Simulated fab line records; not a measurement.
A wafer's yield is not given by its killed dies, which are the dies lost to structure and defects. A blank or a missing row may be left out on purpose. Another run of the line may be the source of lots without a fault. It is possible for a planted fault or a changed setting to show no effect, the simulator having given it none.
2 desks looking at one fault :: flow sky130 :: numbers are kept per desk, each desk with only its own; the story behind them comes last

DESK OF THE TOOL OWNER: pvdSputter-04
The tool's own readings at SKY_METAL2_SPUTTER_02 (material AlCu, target thk 250 nm, time 13.3 s): means of the sampled wafers that have a number, for each lot that ran on this tool. If a lot's mean is further than 4 standard deviations from the usual mean, the lot is out of limits and carries the mark OUT (the distance appears in the brackets).
Columns: A = throttleValvePct at SKY_METAL2_SPUTTER_02, usual 30.9 %
lot: L299
first seen here: day 35 06:37
A: 31.1

lot: L300
first seen here: day 35 13:20
A: 31.0

lot: L302
first seen here: day 35 23:59
A: 31.3

lot: L304
first seen here: day 37 08:50
A: 31.2

lot: L306
first seen here: day 38 05:37
A: 31.1

lot: L311
first seen here: day 38 22:04
A: 31.3
Result from this desk: across the 6 lots, nothing is out of limits.

METROLOGY DESK
Means of the sampled wafers that have a number, per lot and without regard to the tool the lot ran on: this is what the gauges read. If a lot's mean is further than 4 standard deviations from the usual mean, the lot is out of limits and carries the mark OUT (the distance appears in the brackets).
Columns: A = VIA1_BOW at SKY_VIA1_BOW_MEAS_03, usual 80 um; B = METAL2_ALCU_RS at SKY_METAL2_RS_MEAS_05, usual 0.1268 ohm/sq; C = METAL2_ALCU_THK at SKY_METAL2_THK_MEAS_06, usual 253 nm
lot: L296
first seen here: day 32 20:01
A: 73
B: 0.1258
C: 254

lot: L297
first seen here: day 33 05:53
A: 76
B: 0.1285
C: 250

lot: L299
first seen here: day 34 02:24
A: 85
B: 0.1257
C: 255

lot: L300
first seen here: day 34 08:44
A: 85
B: 0.1257
C: 254

lot: L302
first seen here: day 34 20:28
A: 83
B: 0.1264
C: 254

lot: L301
first seen here: day 35 04:03
A: 80
B: 0.1270
C: 253

lot: L303
first seen here: day 35 09:55
A: 76
B: 0.1286
C: 250

lot: L304
first seen here: day 36 04:34
A: 79
B: 0.1262
C: 255

lot: L305
first seen here: day 37 00:28
A: 88
B: 0.1264
C: 255

lot: L306
first seen here: day 37 01:41
A: 81
B: 0.1128 (-8.2) OUT
C: 289 (+9.7) OUT

lot: L311
first seen here: day 37 19:20
A: 74
B: 0.1140 (-7.5) OUT
C: 287 (+9.2) OUT

lot: L312
first seen here: day 38 12:46
A: 79
B: 0.1278
C: 250

lot: L317
first seen here: day 39 07:58
A: 75
B: 0.1283
C: 249

lot: L318
first seen here: day 39 20:37
A: 81
B: 0.1258
C: 255
This desk reports L306, L311 out of limits; the earliest was L306 at day 38 05:42 (METAL2_ALCU_RS at SKY_METAL2_RS_MEAS_05). L296, L297, L299, L300, L302, L301, L303, L304, L305, L312, L317, L318: within limits.

BROUGHT TOGETHER
At day 38 05:42 the metrology desk could have sounded an alarm, on L306, L311.
Nothing out of limits was seen by the tool owner's desk.
On record at the tool owner's desk: L306, L311, within its limits.
SKY_METAL2_SPUTTER_02 was run on pvdSputter-04 by each of the lots named.

WHAT THE SIMULATOR HAD PUT IN
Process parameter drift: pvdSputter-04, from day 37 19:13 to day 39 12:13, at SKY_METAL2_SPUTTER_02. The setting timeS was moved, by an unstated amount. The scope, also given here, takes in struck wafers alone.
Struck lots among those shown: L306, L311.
Time in hours between the start of the fault and the first out-of-limits reading at each desk: metrology desk, 10.
